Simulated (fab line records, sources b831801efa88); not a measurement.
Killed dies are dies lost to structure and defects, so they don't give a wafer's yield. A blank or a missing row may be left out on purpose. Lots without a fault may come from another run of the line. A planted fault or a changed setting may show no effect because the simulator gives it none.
A sampling plan put to the test | flow gf180mcu | one fab line, 51 faults that these records tell of, each judged on the records of the lots that it struck
The plan is the line's own looks: the steps of the route at which a gauge or an inspection reads the wafer and doesn't change it. A look can be judged if struck wafers have a number there and the file gives its usual mean and standard deviation on fault-free wafers. Caught: at a look after the fault's first step, the mean of the struck wafers lies 4 or more of those standard deviations (sigma) from the usual mean. On the tool: the same test on the tool's own readings at the fault's steps. Another recipe on the struck wafers, or a record that is blank for them alone, also counts as caught.

THE FAULTS, as the simulator had put them in
1. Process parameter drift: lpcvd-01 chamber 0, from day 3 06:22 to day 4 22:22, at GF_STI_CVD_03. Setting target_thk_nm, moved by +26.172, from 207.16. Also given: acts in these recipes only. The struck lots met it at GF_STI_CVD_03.
2. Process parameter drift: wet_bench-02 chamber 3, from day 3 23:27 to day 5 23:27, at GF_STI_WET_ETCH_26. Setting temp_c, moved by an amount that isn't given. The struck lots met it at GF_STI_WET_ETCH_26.
3. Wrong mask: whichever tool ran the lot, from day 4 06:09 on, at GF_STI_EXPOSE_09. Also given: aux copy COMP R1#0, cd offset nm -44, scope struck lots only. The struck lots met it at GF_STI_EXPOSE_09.
4. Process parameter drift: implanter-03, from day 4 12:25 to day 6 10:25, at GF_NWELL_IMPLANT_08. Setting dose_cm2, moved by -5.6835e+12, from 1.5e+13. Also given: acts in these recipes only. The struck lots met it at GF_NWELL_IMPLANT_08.
5. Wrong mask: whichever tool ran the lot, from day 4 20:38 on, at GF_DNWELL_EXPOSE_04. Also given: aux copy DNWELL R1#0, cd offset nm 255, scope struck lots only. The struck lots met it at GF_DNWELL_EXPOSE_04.
6. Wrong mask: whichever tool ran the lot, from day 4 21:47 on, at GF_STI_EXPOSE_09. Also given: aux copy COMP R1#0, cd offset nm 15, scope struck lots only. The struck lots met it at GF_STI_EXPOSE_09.
7. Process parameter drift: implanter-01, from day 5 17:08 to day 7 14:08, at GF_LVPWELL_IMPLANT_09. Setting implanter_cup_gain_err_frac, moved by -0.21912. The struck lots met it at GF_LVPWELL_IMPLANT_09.
8. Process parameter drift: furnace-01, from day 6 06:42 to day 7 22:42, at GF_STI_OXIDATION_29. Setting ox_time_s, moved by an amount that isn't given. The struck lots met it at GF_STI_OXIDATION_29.
9. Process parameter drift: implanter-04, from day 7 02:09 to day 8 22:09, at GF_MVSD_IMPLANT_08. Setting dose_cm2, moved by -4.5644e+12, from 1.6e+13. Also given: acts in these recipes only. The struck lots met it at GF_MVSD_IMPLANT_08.
10. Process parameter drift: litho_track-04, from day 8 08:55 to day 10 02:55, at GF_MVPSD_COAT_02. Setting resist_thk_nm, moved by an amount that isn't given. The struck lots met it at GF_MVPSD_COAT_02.
11. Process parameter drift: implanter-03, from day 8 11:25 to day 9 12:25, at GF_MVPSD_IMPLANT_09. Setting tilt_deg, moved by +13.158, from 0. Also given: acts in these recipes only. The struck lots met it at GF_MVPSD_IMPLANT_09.
12. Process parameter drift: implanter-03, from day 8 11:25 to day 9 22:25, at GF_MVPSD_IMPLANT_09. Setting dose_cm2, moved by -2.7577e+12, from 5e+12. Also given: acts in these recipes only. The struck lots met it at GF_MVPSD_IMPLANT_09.
13. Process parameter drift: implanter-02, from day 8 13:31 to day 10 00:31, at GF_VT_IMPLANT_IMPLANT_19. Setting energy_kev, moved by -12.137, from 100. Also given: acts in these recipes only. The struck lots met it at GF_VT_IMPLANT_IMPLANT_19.
14. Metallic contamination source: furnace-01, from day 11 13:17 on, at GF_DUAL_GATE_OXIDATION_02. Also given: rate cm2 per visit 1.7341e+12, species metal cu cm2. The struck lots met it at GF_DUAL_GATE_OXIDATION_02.
15. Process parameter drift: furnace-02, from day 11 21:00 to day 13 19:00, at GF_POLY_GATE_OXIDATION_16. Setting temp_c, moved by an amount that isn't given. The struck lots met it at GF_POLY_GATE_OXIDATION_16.
16. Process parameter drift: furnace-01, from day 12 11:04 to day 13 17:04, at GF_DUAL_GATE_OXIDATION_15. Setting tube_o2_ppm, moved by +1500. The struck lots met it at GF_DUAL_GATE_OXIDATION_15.
17. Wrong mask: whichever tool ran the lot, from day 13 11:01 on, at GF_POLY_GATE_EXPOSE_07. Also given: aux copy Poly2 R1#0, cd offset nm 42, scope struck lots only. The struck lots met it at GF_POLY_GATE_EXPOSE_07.
18. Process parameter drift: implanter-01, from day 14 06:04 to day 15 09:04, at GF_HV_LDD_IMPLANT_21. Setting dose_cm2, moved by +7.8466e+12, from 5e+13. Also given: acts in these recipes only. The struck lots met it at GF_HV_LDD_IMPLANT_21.
19. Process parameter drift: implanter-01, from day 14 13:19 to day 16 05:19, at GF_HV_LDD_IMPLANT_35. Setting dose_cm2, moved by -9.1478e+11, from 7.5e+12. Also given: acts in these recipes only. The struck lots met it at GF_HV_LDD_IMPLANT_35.
20. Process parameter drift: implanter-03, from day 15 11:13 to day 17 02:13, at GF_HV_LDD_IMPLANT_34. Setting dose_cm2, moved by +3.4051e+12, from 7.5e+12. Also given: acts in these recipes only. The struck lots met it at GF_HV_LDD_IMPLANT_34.
21. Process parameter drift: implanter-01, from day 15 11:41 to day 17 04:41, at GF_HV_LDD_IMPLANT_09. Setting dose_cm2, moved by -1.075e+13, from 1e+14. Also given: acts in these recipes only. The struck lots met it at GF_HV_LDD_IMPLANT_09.
22. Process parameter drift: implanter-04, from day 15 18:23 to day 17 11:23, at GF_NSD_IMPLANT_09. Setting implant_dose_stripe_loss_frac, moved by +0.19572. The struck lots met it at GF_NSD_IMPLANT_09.
23. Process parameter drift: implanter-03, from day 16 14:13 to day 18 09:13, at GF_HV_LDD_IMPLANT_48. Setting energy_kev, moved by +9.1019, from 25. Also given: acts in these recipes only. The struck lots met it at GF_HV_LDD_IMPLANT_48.
24. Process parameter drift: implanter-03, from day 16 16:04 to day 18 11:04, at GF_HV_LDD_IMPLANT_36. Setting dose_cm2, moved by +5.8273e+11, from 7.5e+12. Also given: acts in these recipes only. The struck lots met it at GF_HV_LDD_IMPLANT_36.
25. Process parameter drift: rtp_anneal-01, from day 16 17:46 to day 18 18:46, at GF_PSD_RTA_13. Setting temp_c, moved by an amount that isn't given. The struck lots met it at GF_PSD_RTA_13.
26. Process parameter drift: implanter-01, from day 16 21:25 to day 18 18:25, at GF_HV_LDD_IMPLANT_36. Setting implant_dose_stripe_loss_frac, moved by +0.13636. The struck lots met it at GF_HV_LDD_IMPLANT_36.
27. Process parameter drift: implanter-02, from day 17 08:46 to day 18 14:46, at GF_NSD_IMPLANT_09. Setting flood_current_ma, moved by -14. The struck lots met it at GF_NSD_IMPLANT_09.
28. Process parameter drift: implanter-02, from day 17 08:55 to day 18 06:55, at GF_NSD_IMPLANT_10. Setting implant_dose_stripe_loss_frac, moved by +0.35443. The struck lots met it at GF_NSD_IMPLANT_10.
29. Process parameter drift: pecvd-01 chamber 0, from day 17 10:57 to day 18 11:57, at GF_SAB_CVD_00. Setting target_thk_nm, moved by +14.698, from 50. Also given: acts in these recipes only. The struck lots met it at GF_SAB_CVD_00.
30. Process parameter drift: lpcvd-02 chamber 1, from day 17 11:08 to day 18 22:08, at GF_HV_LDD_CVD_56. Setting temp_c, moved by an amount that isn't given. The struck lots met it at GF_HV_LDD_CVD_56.
31. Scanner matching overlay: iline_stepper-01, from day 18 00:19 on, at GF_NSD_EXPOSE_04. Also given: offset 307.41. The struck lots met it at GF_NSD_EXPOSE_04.
32. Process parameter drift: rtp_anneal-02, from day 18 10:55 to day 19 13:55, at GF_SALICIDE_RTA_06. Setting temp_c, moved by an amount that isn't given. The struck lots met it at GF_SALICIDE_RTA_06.
33. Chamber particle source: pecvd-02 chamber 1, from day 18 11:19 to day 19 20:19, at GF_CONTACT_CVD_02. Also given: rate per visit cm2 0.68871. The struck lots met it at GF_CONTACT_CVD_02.
34. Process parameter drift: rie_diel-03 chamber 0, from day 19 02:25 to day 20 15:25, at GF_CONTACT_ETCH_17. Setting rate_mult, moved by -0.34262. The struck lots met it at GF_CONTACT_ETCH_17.
35. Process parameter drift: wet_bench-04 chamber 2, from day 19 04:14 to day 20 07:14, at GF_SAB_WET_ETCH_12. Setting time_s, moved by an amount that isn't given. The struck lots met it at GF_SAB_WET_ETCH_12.
36. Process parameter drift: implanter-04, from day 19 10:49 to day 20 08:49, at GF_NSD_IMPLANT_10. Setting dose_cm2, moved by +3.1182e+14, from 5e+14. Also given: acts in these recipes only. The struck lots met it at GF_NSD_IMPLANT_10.
37. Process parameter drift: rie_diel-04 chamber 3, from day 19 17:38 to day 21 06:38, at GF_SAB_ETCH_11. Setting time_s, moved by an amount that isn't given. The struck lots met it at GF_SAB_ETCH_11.
38. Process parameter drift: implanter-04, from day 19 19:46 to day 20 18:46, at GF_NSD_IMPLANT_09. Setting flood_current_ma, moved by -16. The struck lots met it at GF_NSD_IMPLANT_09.
39. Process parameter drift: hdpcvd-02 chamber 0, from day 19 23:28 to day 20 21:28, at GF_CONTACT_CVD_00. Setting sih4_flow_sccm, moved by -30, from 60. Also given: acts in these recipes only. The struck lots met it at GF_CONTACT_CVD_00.
40. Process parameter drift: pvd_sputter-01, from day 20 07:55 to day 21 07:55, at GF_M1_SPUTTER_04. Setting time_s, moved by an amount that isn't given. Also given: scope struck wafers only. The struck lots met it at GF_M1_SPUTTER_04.
41. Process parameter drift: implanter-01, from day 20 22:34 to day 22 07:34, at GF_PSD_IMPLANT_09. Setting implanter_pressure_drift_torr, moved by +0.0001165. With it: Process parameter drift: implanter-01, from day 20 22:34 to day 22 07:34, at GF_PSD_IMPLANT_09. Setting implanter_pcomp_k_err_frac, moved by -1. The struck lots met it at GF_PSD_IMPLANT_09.
42. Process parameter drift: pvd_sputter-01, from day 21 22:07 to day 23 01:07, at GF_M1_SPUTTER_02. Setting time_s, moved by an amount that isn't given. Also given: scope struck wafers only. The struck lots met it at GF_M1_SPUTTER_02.
43. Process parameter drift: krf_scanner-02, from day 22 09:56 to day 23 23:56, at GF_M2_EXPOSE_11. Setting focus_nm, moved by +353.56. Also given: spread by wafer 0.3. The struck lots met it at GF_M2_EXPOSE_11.
44. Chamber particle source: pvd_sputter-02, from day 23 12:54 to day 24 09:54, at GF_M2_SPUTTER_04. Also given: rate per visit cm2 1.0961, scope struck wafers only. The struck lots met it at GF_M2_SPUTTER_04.
45. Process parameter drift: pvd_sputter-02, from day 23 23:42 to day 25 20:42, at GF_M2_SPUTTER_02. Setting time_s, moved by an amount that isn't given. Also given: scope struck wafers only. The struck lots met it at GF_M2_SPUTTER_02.
46. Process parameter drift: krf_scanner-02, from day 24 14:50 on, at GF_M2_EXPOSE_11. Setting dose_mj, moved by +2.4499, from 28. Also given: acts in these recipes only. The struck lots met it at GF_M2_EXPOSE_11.
47. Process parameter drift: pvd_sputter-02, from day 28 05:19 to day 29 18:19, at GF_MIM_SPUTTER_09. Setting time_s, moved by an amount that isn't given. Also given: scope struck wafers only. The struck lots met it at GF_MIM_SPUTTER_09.
48. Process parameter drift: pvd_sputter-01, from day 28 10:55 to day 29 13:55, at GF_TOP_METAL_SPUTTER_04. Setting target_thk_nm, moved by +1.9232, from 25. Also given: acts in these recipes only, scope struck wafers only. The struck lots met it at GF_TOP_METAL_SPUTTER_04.
49. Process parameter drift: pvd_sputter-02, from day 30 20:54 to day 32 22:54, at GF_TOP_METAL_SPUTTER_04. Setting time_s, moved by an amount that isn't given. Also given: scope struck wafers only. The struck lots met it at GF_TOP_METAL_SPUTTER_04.
50. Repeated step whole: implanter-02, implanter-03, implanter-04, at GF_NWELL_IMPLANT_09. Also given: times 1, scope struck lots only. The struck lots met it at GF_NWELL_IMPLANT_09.
51. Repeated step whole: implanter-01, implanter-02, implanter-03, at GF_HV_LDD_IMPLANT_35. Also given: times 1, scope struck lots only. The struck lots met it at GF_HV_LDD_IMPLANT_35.

WHAT THE PLAN SAW
fault | on the tool itself                            | first look that catches it                      | reading, sigma                                       | median hours from its first step to that look | hours from the fault's start to the first struck lot there | judged looks passed uncaught
1     | under 2 sigma                                 | GF_STI_THK_MEAS_04                              | STI_CVD_03_THK +11                                   | 2.0                                           | 4                                                          | 0
2     | temp_c +58 sigma                              | none of the 4 looks that can be judged after it | -                                                    | -                                             | -                                                          | 4
3     | under 2 sigma                                 | GF_STI_CD_MEAS_12                               | cd_nm -29                                            | 6.6                                           | 9                                                          | 0
4     | dose_ions_cm2 -99 or beyond sigma             | GF_NWELL_TW_MEAS_11                             | NWELL_TW -14                                         | 0.4                                           | 7                                                          | 0
5     | under 2 sigma                                 | no look after it can be judged                  | -                                                    | -                                             | -                                                          | 0
6     | under 2 sigma                                 | GF_STI_CD_MEAS_12                               | cd_nm +8.8                                           | 7.0                                           | 10                                                         | 0
7     | beam_on_s +14 sigma                           | GF_LVPWELL_TW_MEAS_11                           | LVPWELL_TW +4.1                                      | 0.2                                           | 6                                                          | 0
8     | under 2 sigma                                 | GF_STI_THK_MEAS_30                              | STI_OXIDATION_02_THK +31                             | 1.4                                           | 7                                                          | 0
9     | dose_ions_cm2 -99 or beyond sigma             | GF_MVSD_TW_MEAS_11                              | MVSD_TW -12                                          | 0.4                                           | 13                                                         | 0
10    | no reading that can be judged                 | none of the 2 looks that can be judged after it | -                                                    | -                                             | -                                                          | 2
11    | tilt_deg +99 or beyond sigma                  | none of the 3 looks that can be judged after it | strongest: MVPSD_TW at GF_MVPSD_TW_MEAS_11, +3.1     | -                                             | -                                                          | 3
12    | dose_ions_cm2 -99 or beyond sigma             | GF_MVPSD_TW_MEAS_11                             | MVPSD_TW -4.7                                        | 0.2                                           | 4                                                          | 0
13    | beam_energy_keV -99 or beyond sigma           | GF_VT_IMPLANT_TW_MEAS_21                        | VT_IMPLANT_2_TW -5.1                                 | 0.2                                           | 11                                                         | 0
14    | under 2 sigma                                 | none of the 5 looks that can be judged after it | -                                                    | -                                             | -                                                          | 5
15    | tube_center_temp_C +99 or beyond sigma        | GF_POLY_GATE_THK_MEAS_17                        | POLY_GATE_OXIDATION_THK +16                          | 1.2                                           | 3                                                          | 0
16    | no reading that can be judged                 | no look after it can be judged                  | -                                                    | -                                             | -                                                          | 0
17    | no reading that can be judged                 | GF_POLY_GATE_CD_MEAS_10                         | cd_nm +42                                            | 10.0                                          | 14                                                         | 0
18    | dose_ions_cm2 +99 or beyond sigma             | GF_HV_LDD_TW_MEAS_23                            | HV_LDD_2_TW +8.4                                     | 0.2                                           | 13                                                         | 0
19    | dose_ions_cm2 -99 or beyond sigma             | not the one look that can be judged after it    | strongest: HV_LDD_RS at GF_HV_LDD_RS_MEAS_53, +3.0   | -                                             | -                                                          | 1
20    | dose_ions_cm2 +99 or beyond sigma             | GF_HV_LDD_TW_MEAS_38                            | HV_LDD_3_TW +6.4                                     | 0.6                                           | 12                                                         | 0
21    | dose_ions_cm2 -97 sigma                       | GF_HV_LDD_TW_MEAS_11                            | HV_LDD_TW -5.2                                       | 0.2                                           | 12                                                         | 0
22    | under 2 sigma                                 | GF_PSD_RS_MEAS_14                               | NSD_RS +10                                           | 23.0                                          | 37                                                         | 0
23    | beam_energy_keV +99 or beyond sigma           | GF_HV_LDD_TW_MEAS_50                            | HV_LDD_4_TW +8.1                                     | 0.2                                           | 8                                                          | 0
24    | dose_ions_cm2 +80 sigma                       | no look after it can be judged                  | -                                                    | -                                             | -                                                          | 0
25    | wafer_temp_C_max -27 sigma                    | GF_PSD_RS_MEAS_14                               | NSD_RS +30                                           | 0.1                                           | 2                                                          | 0
26    | no reading that can be judged                 | none of the 7 looks that can be judged after it | strongest: HV_LDD_3_TW at GF_HV_LDD_TW_MEAS_38, -2.8 | -                                             | -                                                          | 7
27    | no reading that can be judged                 | no look after it can be judged                  | -                                                    | -                                             | -                                                          | 0
28    | under 2 sigma                                 | GF_PSD_RS_MEAS_14                               | NSD_RS +18                                           | 24.5                                          | 34                                                         | 1
29    | under 2 sigma                                 | GF_SAB_THK_MEAS_01                              | SAB_CVD_00_THK +23                                   | 0.0                                           | 3                                                          | 0
30    | susceptor_temp_C +16 sigma                    | GF_HV_LDD_THK_MEAS_57                           | HV_LDD_CVD_56_THK +9.2                               | 1.4                                           | 0                                                          | 0
31    | no reading that can be judged                 | GF_NSD_OVL_MEAS_08                              | NSD_OVL +99 or beyond                                | 12.1                                          | 12                                                         | 0
32    | wafer_temp_C_max -99 or beyond sigma          | no look after it can be judged                  | -                                                    | -                                             | -                                                          | 0
33    | under 2 sigma                                 | none of the 2 looks that can be judged after it | -                                                    | -                                             | -                                                          | 2
34    | oes_product_au -8.5 sigma                     | no look after it can be judged                  | -                                                    | -                                             | -                                                          | 0
35    | run_length_s +22 sigma                        | no look after it can be judged                  | -                                                    | -                                             | -                                                          | 0
36    | dose_ions_cm2 +99 or beyond sigma             | GF_PSD_RS_MEAS_14                               | NSD_RS -42                                           | 24.8                                          | 27                                                         | 0
37    | under 2 sigma                                 | no look after it can be judged                  | -                                                    | -                                             | -                                                          | 0
38    | no reading that can be judged                 | none of the 8 looks that can be judged after it | -                                                    | -                                             | -                                                          | 8
39    | sih4_flow_sccm -99 or beyond sigma            | GF_CONTACT_THK_MEAS_01                          | CONTACT_CVD_00_THK -35                               | 0.1                                           | 4                                                          | 0
40    | under 2 sigma                                 | none of the 2 looks that can be judged after it | strongest: M1_ALCU_THK at GF_M1_THK_MEAS_06, +3.4    | -                                             | -                                                          | 2
41    | end_station_pressure_torr +99 or beyond sigma | GF_PSD_TW_MEAS_11                               | PSD_TW +14                                           | 0.2                                           | 14                                                         | 0
42    | under 2 sigma                                 | GF_M1_RS_MEAS_05                                | M1_ALCU_RS -5.4                                      | 0.1                                           | 6                                                          | 0
43    | no reading that can be judged                 | GF_M2_CD_MEAS_14                                | cd_nm -21                                            | 11.5                                          | 19                                                         | 0
44    | under 2 sigma                                 | not the one look that can be judged after it    | -                                                    | -                                             | -                                                          | 1
45    | under 2 sigma                                 | no look after it can be judged                  | -                                                    | -                                             | -                                                          | 0
46    | exposure_dose_mJ_cm2 +94 sigma                | GF_M2_CD_MEAS_14                                | cd_nm -9.8                                           | 10.8                                          | 20                                                         | 0
47    | under 2 sigma                                 | none of the 4 looks that can be judged after it | -                                                    | -                                             | -                                                          | 4
48    | under 2 sigma                                 | none of the 4 looks that can be judged after it | -                                                    | -                                             | -                                                          | 4
49    | only faintly: cathode_dc_power_W +2.0 sigma   | none of the 4 looks that can be judged after it | -                                                    | -                                             | -                                                          | 4
50    | no reading that can be judged                 | GF_NWELL_TW_MEAS_11                             | NWELL_TW +6.8                                        | 0.6                                           | -                                                          | 0
51    | no reading that can be judged                 | GF_HV_LDD_TW_MEAS_38                            | HV_LDD_3_TW +12                                      | 0.7                                           | -                                                          | 0
A dash: the fault isn't caught, or these records don't give the number.

Caught at a look: 29 of 51. Caught on the tool: 23 of 51. By one or the other: 36 of 51.
Caught on the tool alone: faults 2, 11, 19, 24, 32, 34, 35.
Caught at a look alone: faults 1, 3, 6, 8, 17, 22, 28, 29, 31, 42, 43, 50, 51.
Caught by neither: faults 5, 10, 14, 16, 26, 27, 33, 37, 38, 40, 44, 45, 47, 48, 49.

THINNER SAMPLING
If the look that catches a fault measured only every second or every third lot, by lot number, the first struck lot would be measured this late in the worst case:
fault | struck lots at that look, in order of time | every lot | every second lot | every third lot
1     | L384                                       | 4 h       | may miss it      | may miss it
3     | L521                                       | 9 h       | may miss it      | may miss it
4     | L499, L500, L501                           | 7 h       | 9 h              | 17 h
6     | L295                                       | 10 h      | may miss it      | may miss it
7     | L592, L595                                 | 6 h       | 26 h             | may miss all 2
8     | L259, L261                                 | 7 h       | may miss all 2   | may miss all 2
9     | L160, L161                                 | 13 h      | 20 h             | may miss all 2
12    | L840, L843                                 | 4 h       | 20 h             | may miss all 2
13    | L728, L730                                 | 11 h      | may miss all 2   | may miss all 2
15    | L882, L883, L887                           | 3 h       | 13 h             | 43 h
17    | L696                                       | 14 h      | may miss it      | may miss it
18    | L602, L603                                 | 13 h      | 19 h             | may miss all 2
20    | L846, L848                                 | 12 h      | may miss all 2   | may miss all 2
21    | L411, L414                                 | 12 h      | 35 h             | may miss all 2
22    | L928, L929                                 | 37 h      | 43 h             | may miss all 2
23    | L711, L712                                 | 8 h       | 18 h             | may miss all 2
25    | L799, L801, L802                           | 2 h       | 28 h             | may miss all 3
28    | L823                                       | 34 h      | may miss it      | may miss it
29    | L374                                       | 3 h       | may miss it      | may miss it
30    | L600, L601                                 | 0 h       | 3 h              | may miss all 2
31    | L172, L173                                 | 12 h      | 22 h             | may miss all 2
36    | L843, L844                                 | 27 h      | 41 h             | may miss all 2
39    | L834, L836                                 | 4 h       | may miss all 2   | may miss all 2
41    | L713, L714, L716                           | 14 h      | 25 h             | may miss all 3
42    | L629, L630                                 | 6 h       | 15 h             | may miss all 2
43    | L770, L771                                 | 19 h      | 29 h             | may miss all 2
46    | L564, L565                                 | 20 h      | 27 h             | may miss all 2
Hours are from the fault's start to the first struck lot that is measured. The limit of 4 sigma was tested on all struck wafers together, so one lot alone may lie under it. Other struck lots may not be in these records.

THE LONGEST TIMED WAY FROM STEP TO LOOK
Fault 36: a median of 24.8 hours passes between GF_NSD_IMPLANT_10 and GF_PSD_RS_MEAS_14. No look between them can be judged.
